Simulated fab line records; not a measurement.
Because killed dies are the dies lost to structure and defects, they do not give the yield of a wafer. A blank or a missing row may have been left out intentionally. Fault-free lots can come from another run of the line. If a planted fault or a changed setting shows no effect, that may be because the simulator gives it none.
fab line records	flow sky130
record lots=7	wafers=20	lastDay=50
route steps=708 shown LI_CONTACT@364 PAD_OPEN@708
lots with no fault: from the same line, run without faults
startH: the number of hours between the record's first day and the start of the first shown wafer of the lot	waitH: hours elapsed since this lot's preceding step	" as in the row above	L1.1+2: several wafers, shown together as one row	- no value, or no start given	* or withheld: withheld	< > ~ a bound
route shown NAME@n: a module of which the file shows steps, and the number in the route of the first	usual: mean/standard deviation taken from wafers without a fault	same: alike in all rows	chamber/n: place in a boat	sites: per-site readings	_std_site: standard deviation across them	_edge_site: mean of outer sites minus mean of inner sites	radiusMm: for every site, how far away it sits from the centre of the wafer	mask NAME#n: copy n	behind: the most recent tool/chamber to have shaped the wafer	hold: what put the lot on hold/how long, in hours/how the hold closed	device: names the non-switching transistor (n, p or np)	end of line: tests of these same wafers at the route's end	a step given without rows: its recipe and nothing more	killed: at the first sort, the dies lost to defects and structure; wafer yield is something else	map: a wafer's dies, marking killed ones x, the rest . and places with no die _
set.NAME: the setting as run; set.NAME@STEP: as run at that earlier step	model.NAME: the simulator's own value behind a step, which no gauge read
lots at selected steps of the route; one table per step, one row per wafer
services: a tool's chamber out of use, with start hour (startH, from the record's first day; less than 0 if before it), hours out, and reason
## steps
# step SKY_LI_CONTACT_CMP_02
# recipe material=PSG	downForcePsi=4	platenRpm=60	padVelocityMS=0.94248
# usual motorCurrentA=10.8/1.2	timeToEndpointS=33.7/2.4
lot.wafer	tool	chamber	startH	waitH	motorCurrentA	timeToEndpointS
L472.1	cmp-01	0	703.51	0.1	9.9	33.0
L472.5	"	0	"	"	9.9	32.5
L472.6	"	1	"	"	11.9	37.5
L474.4	cmp-01	3	715.71	0.1	10.9	33.7
L474.2	"	1	"	"	11.3	37.2
L476.4	cmp-01	3	733.59	0.0	11.3	36.5
L476.3	"	2	"	"	8.9	34.2
L476.5	"	0	"	"	10.3	34.5
L478.3	cmp-01	3	751.32	0.0	10.9	33.6
L478.1	"	2	"	"	9.2	32.8
L478.6	"	3	"	"	11.7	35.8
L483.3	cmp-01	0	785.06	0.0	10.5	38.3
L483.4	"	1	"	"	11.8	37.0
L483.2	"	3	"	"	11.5	38.2
L485.1	cmp-02	1	799.67	0.1	12.7	33.6
L485.4	"	2	"	"	11.0	35.5
L485.6	"	1	"	"	12.3	37.1
L487.2	cmp-01	1	822.79	0.0	10.8	36.7
L487.3	"	0	"	"	10.0	32.8
L487.6	"	1	"	"	10.8	35.5
# step SKY_LI_CONTACT_BOW_MEAS_03
# recipe mode=bow
# usual LI_CONTACT_BOW=56/6.9
lot.wafer	tool	chamber	startH	waitH	LI_CONTACT_BOW[um]
L472.1	filmMetro-02	-	703.81	0.2	64
L472.5	"	-	"	"	62
L472.6	"	-	"	"	65
L474.2	filmMetro-04	-	715.98	0.1	55
L474.4	"	-	"	"	56
L476.3	filmMetro-04	-	733.93	0.1	52
L476.4	"	-	"	"	68
L476.5	"	-	"	"	43
L478.1	filmMetro-04	-	751.62	0.1	61
L478.3	"	-	"	"	54
L478.6	"	-	"	"	44
L483.2	filmMetro-02	-	785.38	0.1	49
L483.3	"	-	"	"	50
L483.4	"	-	"	"	71
L485.1	filmMetro-04	-	799.97	0.2	67
L485.4	"	-	"	"	47
L485.6	"	-	"	"	56
L487.2	filmMetro-04	-	823.11	0.3	55
L487.3	"	-	"	"	54
L487.6	"	-	"	"	53
# step SKY_LI_CONTACT_DEHYDRATE_04
# recipe tempC=200	timeS=60
# step SKY_LI_CONTACT_HMDS_05
# recipe primeTimeS=60	primeTempC=120
# step SKY_LI_CONTACT_COAT_06
# recipe resist=BARC	tempC=withheld	timeS=withheld	spinRpm=3000	resistThkNm=60
# step SKY_LI_CONTACT_COAT_07
# recipe resist=KrF-thick	spinRpm=3000	resistThkNm=450
# step SKY_LI_CONTACT_SOFTBAKE_08
# recipe tempC=100	timeS=90	resist=KrF-thick
# step SKY_LI_CONTACT_EXPOSE_09
# recipe maskId=LICM1	na=0.8	sourceShape=annular	sigmaInner=0.55	sigmaOuter=0.85	targetCdNm=170	doseMj=38
# step SKY_LI_CONTACT_PEB_10
# recipe pebTempC=withheld	pebTimeS=withheld	resist=KrF-thick
# step SKY_LI_CONTACT_DEVELOP_11
# recipe developTimeS=60	resist=KrF-thick	devTempC=21
# step SKY_LI_CONTACT_CD_MEAS_12
# recipe targetCdNm=170
# usual cdNm=170.7/1.4
lot.wafer	tool	chamber	startH	waitH	cdNm
L472.1	cdSem-01	-	731.49	-	169.7
L472.5	"	-	"	"	170.9
L472.6	"	-	"	"	170.8
L474.2	cdSem-02	-	743.22	-	169.6
L474.4	"	-	"	"	171.4
L476.3	cdSem-01	-	760.30	-	169.8
L476.4	"	-	"	"	170.6
L476.5	"	-	"	"	170.6
L478.1	cdSem-01	-	777.35	-	169.5
L478.3	"	-	"	"	169.0
L478.6	"	-	"	"	169.1
L483.2	cdSem-01	-	811.52	-	169.1
L483.3	"	-	"	"	168.9
L483.4	"	-	"	"	169.7
L485.1	cdSem-01	-	826.44	-	172.8
L485.4	"	-	"	"	172.8
L485.6	"	-	"	"	173.4
L487.2	cdSem-02	-	848.93	-	169.8
L487.3	"	-	"	"	169.2
L487.6	"	-	"	"	169.8
# step SKY_LI_CONTACT_OVL_MEAS_13
# usual LI_CONTACT_OVL=-5/4.7
lot.wafer	tool	chamber	startH	waitH	LI_CONTACT_OVL[nm]
L472.1	overlay-02	-	731.61	0.1	-7
L472.5	"	-	"	"	-4
L472.6	"	-	"	"	-8
L474.2	overlay-02	-	743.33	0.1	3
L474.4	"	-	"	"	3
L476.3	overlay-01	-	760.39	0.1	-11
L476.4	"	-	"	"	-8
L476.5	"	-	"	"	-11
L478.1	overlay-02	-	777.47	0.1	1
L478.3	"	-	"	"	0
L478.6	"	-	"	"	-6
L483.2	overlay-02	-	811.63	0.1	-3
L483.3	"	-	"	"	-1
L483.4	"	-	"	"	1
L485.1	overlay-02	-	826.56	0.1	-3
L485.4	"	-	"	"	3
L485.6	"	-	"	"	4
L487.2	overlay-01	-	849.03	0.1	-5
L487.3	"	-	"	"	-2
L487.6	"	-	"	"	0
# step SKY_LI_CONTACT_ETCH_14
# recipe chemistry=N2/H2	target=BARC	ionEnergyEv=200	sourceW=500	biasW=100	pressureMtorr=30	n2FlowSccm=100	h2FlowSccm=200	stopOn=SiO2	timeS=45.9	targetDepthA=600
# usual drypumpMotorCurrentA=5.7/0.47	oesProductAu=0.856/0.0052	runLengthS=74.1/0.44	throttleValvePct=13.226/0.0087
lot.wafer	tool	chamber	startH	waitH	drypumpMotorCurrentA	oesProductAu	rfHoursCounterH	runLengthS	throttleValvePct	model.etch.depthNm	model.KrF-thick_of_LI_CONTACT_COAT_07.thkNm	model.LI_CONTACT.cdNm
L472.1	rieDiel-03	0	731.64	0.0	5.1	0.860	3	74.1	13.230	60.03	392.6	169.5
L472.5	"	1	"	"	4.7	0.856	-	74.2	13.218	59.93	392.3	171.2
L472.6	"	0	"	"	5.1	0.856	-	74.0	13.222	59.81	393.2	170.5
L474.2	rieDiel-04	2	743.36	0.0	5.2	0.851	30	73.4	13.221	59.72	390.7	169.5
L474.4	"	3	"	"	6.1	1.014	3	40.0	13.246	19.78	423.4	165
L476.3	rieDiel-04	3	760.41	0.0	6.0	1.007	3	39.7	13.248	19.79	426.8	163.2
L476.4	"	0	"	"	5.9	1.001	6	40.4	13.252	19.58	426.5	164.4
L476.5	"	1	"	"	5.9	0.843	-	73.5	13.225	59.56	394.7	170
L478.1	rieDiel-04	1	777.51	0.0	5.8	0.851	1	73.8	13.215	59.81	393.9	169.5
L478.3	"	3	"	"	6.1	1.000	4	39.8	13.223	19.81	425.5	162.4
L478.6	"	1	"	"	5.9	0.851	-	74.2	13.222	59.91	392.3	168.6
L483.2	rieDiel-03	1	811.66	0.0	4.7	0.862	1	74.4	13.227	60.11	395.2	168.4
L483.3	"	2	"	"	6.0	0.859	23	74.3	13.238	60.05	393.1	169
L483.4	"	3	"	"	5.9	0.853	18	74.9	13.243	60.02	394.6	169
L485.1	rieDiel-03	1	826.60	0.0	4.7	0.863	1	74.1	13.227	60.15	392.2	173.7
L485.4	"	1	"	"	4.8	0.860	-	73.9	13.225	60.08	392.8	173.2
L485.6	"	2	"	"	5.9	0.859	-	74.4	13.226	60.12	391.4	173.3
L487.2	rieDiel-04	0	849.06	0.0	5.9	0.865	8	74.6	13.224	60.15	395.4	170.1
L487.3	"	3	"	"	6.1	0.856	5	74.4	13.220	60.16	396.1	169.1
L487.6	"	2	"	"	5.2	0.863	-	73.6	13.232	60.27	395.2	169.8
# step SKY_LI_CONTACT_ETCH_15
# recipe target=PSG	chemistry=C4F8/O2/Ar	stopOn=Si	taperDeg=4.15	maskMaterial=KrF-thick	sourceW=1500	biasW=1200	pressureMtorr=40	c4f8FlowSccm=withheld	O2_flow_sccm=6	Ar_flow_sccm=300	timeS=withheld	targetDepthA=6000
# usual oesProductAu=0.837/0.0047
lot.wafer	tool	chamber	startH	waitH	oesProductAu	model.KrF-thick_of_LI_CONTACT_COAT_07.thkNm	model.LI_CONTACT.cdNm
L472.1	rieDiel-03	0	731.68	0.0	0.833	230.7	170.1
L472.5	"	1	"	"	0.840	230.5	171.4
L472.6	"	0	"	"	0.841	231.3	171.2
L474.2	rieDiel-04	2	743.40	0.0	0.837	230.8	169.8
L474.4	"	3	"	"	0.827	262.3	164.7
L476.3	rieDiel-04	3	760.46	0.0	0.832	266.4	163.2
L476.4	"	0	"	"	0.834	266.8	164.4
L476.5	"	1	"	"	0.836	235.7	170
L478.1	rieDiel-04	1	777.55	0.0	0.833	232.4	169.5
L478.3	"	3	"	"	0.840	264.6	162.1
L478.6	"	1	"	"	0.834	231.7	168.7
L483.2	rieDiel-03	1	811.70	0.0	0.830	234.1	167.9
L483.3	"	2	"	"	0.831	229.5	168.9
L483.4	"	3	"	"	0.837	233.4	168.7
L485.1	rieDiel-03	1	826.64	0.0	0.838	233.2	173.6
L485.4	"	1	"	"	0.847	234.6	172.9
L485.6	"	2	"	"	0.832	229.2	173.4
L487.2	rieDiel-04	0	849.11	0.0	0.838	235.3	170
L487.3	"	3	"	"	0.841	233.7	169.2
L487.6	"	2	"	"	0.838	235.3	169.9
# step SKY_LI_CONTACT_STRIP_16
# recipe chemistry=O2/N2	powerW=1400	pressureMtorr=1500	platenTempC=withheld	o2FlowSccm=3000	n2FlowSccm=300	overashFraction=0.5
# usual drypumpMotorCurrentA=5.6/0.51	oesProductAu=0.376/0.0046	stripTimeToEndpointS=3.496/0.03
lot.wafer	tool	chamber	startH	waitH	drypumpMotorCurrentA	oesProductAu	rfHoursCounterH	stripTimeToEndpointS
L472.1	plasmaAsher-03	1	731.77	-	5.4	0.371	59	3.485
L472.5	"	0	"	"	6.1	0.374	-	3.479
L472.6	"	1	"	"	5.4	0.375	-	3.482
L474.2	plasmaAsher-02	1	743.49	-	4.7	0.368	94	3.491
L474.4	"	1	"	"	4.7	0.390	-	3.820
L476.3	plasmaAsher-01	0	760.57	-	5.2	0.390	-	3.857
L476.4	"	1	"	"	6.0	0.394	-	3.866
L476.5	"	1	"	"	6.0	0.379	-	3.531
L478.1	plasmaAsher-01	1	777.64	-	6.0	0.369	36	3.479
L478.3	"	0	"	"	5.2	0.391	-	3.845
L478.6	"	0	"	"	5.2	0.374	-	3.489
L483.2	plasmaAsher-03	1	811.79	-	5.4	0.384	67	3.531
L483.3	"	0	"	"	6.1	0.369	-	3.487
L483.4	"	1	"	"	5.3	0.377	-	3.519
L485.1	plasmaAsher-01	0	826.72	-	5.2	0.380	40	3.509
L485.4	"	0	"	"	5.2	0.373	-	3.532
L485.6	"	1	"	"	6.0	0.376	-	3.462
L487.2	plasmaAsher-03	0	849.19	-	6.1	0.382	69	3.532
L487.3	"	0	"	"	6.1	0.372	-	3.529
L487.6	"	0	"	"	6.1	0.370	-	3.537
# step SKY_LI_CONTACT_CLEAN_17
# recipe chemistry=NMP	timeS=600	tempC=60	dry=n2Spin
# step SKY_PAD_OPEN_PROBE_99
# usual killed_at_M0_to_M3=42/7.7	killed_at_M4_up=3.1/1.9	killedAtContacts=24/4.9	killedAtFrontEnd=15/4.6	killedAtOther=0.3/0.51	killedDies=85/9.9	killedOpen=47/7.1	killedShort=38/6.7
# same grossDies=492	killedAtBackSide=0
lot.wafer	tool	chamber	startH	waitH	killed_at_M0_to_M3	killed_at_M4_up	killedAtContacts	killedAtFrontEnd	killedAtOther	killedDies	killedOpen	killedShort	model.etest.liconPdiff.rcOhm	model.etest.pfet_01v8.rOnOhmUm	model.etest.pfetG5v0d10v5.rOnOhmUm	model.etest.nfetG5v0d10v5.rOnOhmUm	model.etest.liconHighPo.rcOhm	model.etest.nfet_01v8.rOnOhmUm	model.etest.liconNdiff.rcOhm	model.etest.sonosUncharged.rOnOhmUm
L472.1	prober-01	-	1117.23	0.1	39	4	30	8	0	81	45	36	578.9	2893	4741	1855	348.8	844.4	183.6	805.8
L472.5	prober-01	-	1117.43	0.2	31	2	30	14	0	77	45	32	575.1	2925	4795	1892	344.2	869.8	184.1	821.1
L472.6	prober-01	-	1117.48	0.2	34	8	24	9	1	76	50	26	595	2956	4806	1902	356.4	855.7	177.8	822.9
L474.2	prober-01	-	1126.43	0.1	45	2	17	17	0	81	42	39	-	-	-	-	-	-	-	-
L474.4	prober-01	-	1126.53	0.2	44	2	16	17	1	80	40	40	-	-	-	-	-	-	-	-
L476.3	prober-01	-	1137.03	0.2	34	1	23	10	0	68	39	29	739	3075	4934	1987	426.4	908	233.6	861.1
L476.4	prober-01	-	1137.08	0.2	45	1	27	15	0	88	47	41	714	3081	4884	1983	404.9	906.8	240	869
L476.5	prober-01	-	1137.13	0.2	45	2	27	8	0	82	43	39	585.4	2922	4795	1917	376.1	847.9	182.5	813.2
L478.1	prober-01	-	1149.34	0.1	41	2	23	19	0	85	54	30	593.8	2921	4696	1890	350.9	822.9	185.5	813.9
L478.3	prober-01	-	1149.44	0.2	42	6	11	22	0	81	34	45	750.1	3072	4898	1972	425.5	884.6	245.2	858
L478.6	prober-01	-	1149.59	0.2	24	2	22	24	1	73	45	27	590	2958	4738	1915	352.6	819.3	183.6	807.4
L483.2	prober-02	-	1173.58	0.1	49	4	30	21	0	104	69	34	603.3	2968	4791	1902	349.2	858.2	188.1	816.9
L483.3	prober-02	-	1173.63	0.2	31	2	29	16	1	79	49	28	581.7	2888	4702	1872	360.5	838.5	182.4	803
L483.4	prober-02	-	1173.68	0.2	49	5	29	21	0	104	51	53	583.3	2894	4795	1893	341.5	819.6	179.1	801.9
L485.1	prober-02	-	1183.18	0.1	36	3	21	12	0	72	39	33	550.4	2836	4715	1889	337.7	808.9	179.1	812.8
L485.4	prober-02	-	1183.33	0.2	39	5	24	17	0	85	45	40	567.3	2852	4671	1884	345.3	805.9	182.8	810.6
L485.6	prober-02	-	1183.43	0.2	46	0	20	9	1	76	44	32	579.1	2829	4686	1881	348.3	793	175.9	819.9
L487.2	prober-02	-	1195.23	0.1	52	2	19	20	0	93	50	43	582.6	2891	4700	1883	347	823.8	184.2	822.6
L487.3	prober-02	-	1195.28	0.2	49	1	21	15	0	86	44	42	585	2939	4698	1880	343.7	824	177.2	809.2
L487.6	prober-02	-	1195.43	0.2	51	2	24	22	2	101	58	41	599.4	2858	4732	1861	347.3	793.6	176.7	810.8
# killed by level:class
L472.1 LI_CONTACT:geometricParticle:open=11 VIA1:geometricParticle:open=10 VIA3:geometricParticle:open=9 VIA1:geometricParticle:short=7 CONTACT:geometricParticle:open=7 LI_CONTACT:geometricParticle:short=5 LOCAL_INTERCONNECT:geometricParticle:short=4 METAL1:geometricParticle:short=3
L472.5 LI_CONTACT:geometricParticle:open=15 CONTACT:geometricParticle:open=7 VIA1:geometricParticle:open=6 VIA1:geometricParticle:short=5 FIELD_ISO:geometricParticle:open=4 FIELD_ISO:geometricParticle:short=4 CONTACT:geometricParticle:short=4 METAL2:geometricParticle:short=4
L472.6 VIA1:geometricParticle:open=11 CONTACT:geometricParticle:open=10 LI_CONTACT:geometricParticle:open=9 VIA3:geometricParticle:open=6 VIA2:geometricParticle:open=6 METAL4:geometricParticle:short=4 METAL1:geometricParticle:short=4 FIELD_ISO:geometricParticle:short=3
L474.2 VIA1:geometricParticle:open=11 VIA2:geometricParticle:open=9 SPACER:geometricParticle:open=5 CONTACT:geometricParticle:open=5 METAL1:geometricParticle:short=5 VIA3:geometricParticle:short=5 VIA3:geometricParticle:open=5 LI_CONTACT:geometricParticle:short=4
L474.4 LI_CONTACT:geometricParticle:open=8 VIA1:geometricParticle:open=7 METAL2:geometricParticle:short=7 VIA2:geometricParticle:open=6 VIA3:geometricParticle:open=6 FIELD_ISO:geometricParticle:short=4 VIA1:geometricParticle:short=4 METAL1:geometricParticle:short=4
L476.3 CONTACT:geometricParticle:open=8 VIA2:geometricParticle:open=8 CONTACT:geometricParticle:short=6 VIA3:geometricParticle:short=6 VIA3:geometricParticle:open=5 LI_CONTACT:geometricParticle:open=4 FIELD_ISO:geometricParticle:open=3 LOCAL_INTERCONNECT:geometricParticle:short=3
L476.4 VIA1:geometricParticle:open=9 VIA2:geometricParticle:open=8 CONTACT:geometricParticle:short=7 CONTACT:geometricParticle:open=7 POLY_GATE:geometricParticle:open=5 LI_CONTACT:geometricParticle:open=5 METAL1:geometricParticle:short=5 VIA2:geometricParticle:short=5
L476.5 VIA1:geometricParticle:open=13 LI_CONTACT:geometricParticle:open=8 CONTACT:geometricParticle:open=8 METAL2:geometricParticle:short=6 LI_CONTACT:geometricParticle:short=5 CONTACT:geometricParticle:short=5 METAL1:geometricParticle:short=5 VIA2:geometricParticle:open=5
L478.1 VIA1:geometricParticle:open=15 LI_CONTACT:geometricParticle:open=9 CONTACT:geometricParticle:open=8 VIA2:geometricParticle:open=6 POLY_GATE:geometricParticle:open=5 METAL2:geometricParticle:short=5 FIELD_ISO:geometricParticle:short=4 POLY_GATE:geometricParticle:short=4
L478.3 VIA1:geometricParticle:open=13 FIELD_ISO:geometricParticle:short=6 METAL1:geometricParticle:short=6 VIA2:geometricParticle:open=5 POLY_GATE:geometricParticle:open=5 METAL4:geometricParticle:short=5 METAL2:geometricParticle:short=5 LI_CONTACT:geometricParticle:short=4
L478.6 LI_CONTACT:geometricParticle:open=10 CONTACT:geometricParticle:open=7 FIELD_ISO:geometricParticle:short=6 POLY_GATE:geometricParticle:open=6 VIA1:geometricParticle:open=6 FIELD_ISO:geometricParticle:open=4 METAL2:geometricParticle:short=4 VIA2:geometricParticle:open=4
L483.2 VIA1:geometricParticle:open=15 CONTACT:geometricParticle:open=15 VIA3:geometricParticle:open=8 LI_CONTACT:geometricParticle:open=7 FIELD_ISO:geometricParticle:open=6 VIA1:geometricParticle:short=6 VIA2:geometricParticle:open=6 POLY_GATE:geometricParticle:short=5
L483.3 CONTACT:geometricParticle:open=10 VIA3:geometricParticle:open=9 VIA1:geometricParticle:open=8 VIA2:geometricParticle:open=6 LOCAL_INTERCONNECT:geometricParticle:short=5 CONTACT:geometricParticle:short=5 FIELD_ISO:geometricParticle:short=4 LI_CONTACT:geometricParticle:open=4
L483.4 CONTACT:geometricParticle:open=10 LI_CONTACT:geometricParticle:open=9 VIA1:geometricParticle:open=9 VIA3:geometricParticle:open=7 VIA3:geometricParticle:short=7 VIA1:geometricParticle:short=6 METAL2:geometricParticle:short=6 METAL4:geometricParticle:short=5
L485.1 LI_CONTACT:geometricParticle:open=7 VIA1:geometricParticle:open=7 CONTACT:geometricParticle:open=6 FIELD_ISO:geometricParticle:open=5 VIA3:geometricParticle:open=5 VIA3:geometricParticle:short=5 CONTACT:geometricParticle:short=4 METAL2:geometricParticle:short=4
L485.4 LI_CONTACT:geometricParticle:open=10 VIA1:geometricParticle:open=8 CONTACT:geometricParticle:short=6 VIA3:geometricParticle:open=6 FIELD_ISO:geometricParticle:open=5 VIA2:geometricParticle:open=5 FIELD_ISO:geometricParticle:short=4 POLY_GATE:geometricParticle:short=4
L485.6 VIA3:geometricParticle:open=11 VIA1:geometricParticle:open=11 CONTACT:geometricParticle:open=9 METAL1:geometricParticle:short=5 VIA1:geometricParticle:short=5 VIA2:geometricParticle:open=5 FIELD_ISO:geometricParticle:short=4 LI_CONTACT:geometricParticle:open=4
L487.2 VIA1:geometricParticle:open=10 METAL1:geometricParticle:short=7 VIA3:geometricParticle:open=7 VIA2:geometricParticle:open=6 LI_CONTACT:geometricParticle:open=6 CONTACT:geometricParticle:open=6 FIELD_ISO:geometricParticle:open=5 VIA2:geometricParticle:short=5
L487.3 VIA1:geometricParticle:open=10 VIA3:geometricParticle:open=8 CONTACT:geometricParticle:open=7 VIA1:geometricParticle:short=5 FIELD_ISO:geometricParticle:open=5 FIELD_ISO:geometricParticle:short=5 CONTACT:geometricParticle:short=5 METAL1:geometricParticle:short=5
L487.6 VIA1:geometricParticle:open=15 CONTACT:geometricParticle:open=13 VIA2:geometricParticle:open=7 FIELD_ISO:geometricParticle:open=6 FIELD_ISO:geometricParticle:short=6 POLY_GATE:geometricParticle:open=5 VIA1:geometricParticle:short=5 METAL1:geometricParticle:short=5
## services
tool	chamber	startH	hours	kind
rieDiel-04	1	681.46	-	clean
rieDiel-04	1	681.46	21.9	scheduledDown
rieDiel-04	-	687.82	0.4	repair
rieDiel-03	2	702.94	15.2	repair
cmp-02	-	713.59	10.9	pm
rieDiel-04	1	724.53	7.1	repair
cmp-02	-	734.63	1.6	repair
cmp-01	-	739.09	3.9	pm
rieDiel-04	-	741.37	1.6	repair
cmp-01	-	742.95	6.6	pm
rieDiel-04	1	743.63	12.5	repair
cmp-02	-	744.00	4.0	pm
cmp-01	-	750.00	0.5	repair
cmp-02	-	756.23	0.3	repair
rieDiel-03	-	762.35	2.8	pm
cmp-01	-	762.51	3.1	repair
rieDiel-04	2	772.95	5.6	repair
rieDiel-03	0	774.18	4.5	repair
cmp-02	-	781.60	3.5	repair
plasmaAsher-01	-	782.57	7.4	repair
rieDiel-03	-	787.55	0.2	repair
plasmaAsher-03	-	819.67	14.9	repair
rieDiel-03	0	822.64	36.7	repair
plasmaAsher-01	-	846.64	14.6	pm
## key
firstSign step=SKY_LI_CONTACT_ETCH_14	reading=runLengthS	direction=down	sigmas=77	usual=*	struck=*
effect step=SKY_LI_CONTACT_ETCH_14	reading=oesProductAu	direction=up	sigmas=29	usual=0.856	struck=1.006
effect step=SKY_LI_CONTACT_STRIP_16	reading=stripTimeToEndpointS	direction=up	sigmas=12	usual=*	struck=*
modelEffect step=SKY_LI_CONTACT_ETCH_14	value=etch.depthNm	without=59.96	struck=19.74
modelEffect step=SKY_LI_CONTACT_ETCH_15	value=KrF-thick_of_LI_CONTACT_COAT_07.thkNm	without=232.6	struck=265
modelEffect step=SKY_PAD_OPEN_PROBE_99	value=etest.liconPdiff.rcOhm	without=585.1	struck=734.4
metAt SKY_LI_CONTACT_ETCH_14
struckWafers L474.4,L476.3,L476.4,L478.3
testerLeftOut L474,L476,L478
fault kind=processParameterDrift	tool=rieDiel-04	chamber=-	onsetH=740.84	steps=SKY_LI_CONTACT_ETCH_14	channel=timeS	offset=*	shape=step	endH=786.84	scope=struckWafersOnly	actsIn=*	stated=*
# testerLeftOut: of these lots the tester's yield and bins aren't shown, on N5 and GAA mostly nor the transistor test; their killed dies are dies lost to structure and defects alone, not to doping, threshold or leakage, so they don't give the yield
